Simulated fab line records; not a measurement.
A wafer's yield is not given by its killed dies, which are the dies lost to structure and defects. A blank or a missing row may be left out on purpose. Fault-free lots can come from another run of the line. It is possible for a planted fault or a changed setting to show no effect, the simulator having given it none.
2 desks looking at one fault | flow gf180mcu | numbers are kept per desk, each desk with only its own; the story behind them comes last

== DESK OF THE TOOL OWNER: rieMetal-01 ==
The tool's own readings at GF_TOP_METAL_METAL_ETCH_16 (etches the open film in Cl2/BCl3, stops on SiO2, target depth 1197 nm, time 199.5 s): means of the sampled wafers that have a number, for each lot that ran on this tool. Any lot whose mean is over 4 standard deviations away from the usual mean is out of limits and marked OUT; that distance is given in the brackets.
Columns: A = drypumpMotorCurrentA at GF_TOP_METAL_METAL_ETCH_16, usual 5.79 A; B = mfcCl2Sccm at GF_TOP_METAL_METAL_ETCH_16, usual 80.01 sccm; C = oesProductAu at GF_TOP_METAL_METAL_ETCH_16, usual 0.988 a.u.; D = throttleValvePct at GF_TOP_METAL_METAL_ETCH_16, usual 28.233 %
lot  | first seen here | A    | B     | C     | D
L281 | day 28 11:05    | 5.47 | 80.02 | 0.984 | 28.245
L286 | day 30 01:41    | 5.67 | 80.17 | 0.984 | 28.237
L289 | day 30 19:35    | 5.67 | 79.82 | 0.987 | 28.238
L291 | day 31 11:49    | 5.91 | 80.12 | 0.986 | 28.233
L295 | day 32 08:00    | 5.48 | 80.12 | 0.986 | 28.233
This desk's finding: nothing out of limits on any of the 5 lots.

== THE METROLOGY DESK ==
What the gauges read for every lot (on any tool): the sampled wafers with a number, averaged. Any lot whose mean is over 4 standard deviations away from the usual mean is out of limits and marked OUT; that distance is given in the brackets.
Columns: A = TOP_METAL_OVL at GF_TOP_METAL_OVL_MEAS_15, usual 0.5 nm
lot  | first seen here | A
L281 | day 28 11:03    | 0.6
L283 | day 29 09:14    | -0.7
L284 | day 29 12:29    | 0.8
L286 | day 30 01:39    | 0.7
L289 | day 30 19:34    | 0.7
L290 | day 31 02:47    | 1.0
L291 | day 31 11:44    | 0.7
L294 | day 32 05:56    | 1.0
L295 | day 32 07:55    | -0.4
L298 | day 33 07:29    | 3.7
L301 | day 33 23:02    | -0.8
L302 | day 34 00:26    | 0.6
L303 | day 34 06:25    | 1.2
This desk's finding: nothing out of limits on any of the 13 lots.

== TAKEN TOGETHER ==
Nothing out of limits was seen by the tool owner's desk.
From the metrology desk's view, nothing was out of limits.

== WHAT HAD BEEN PUT IN BY THE SIMULATOR ==
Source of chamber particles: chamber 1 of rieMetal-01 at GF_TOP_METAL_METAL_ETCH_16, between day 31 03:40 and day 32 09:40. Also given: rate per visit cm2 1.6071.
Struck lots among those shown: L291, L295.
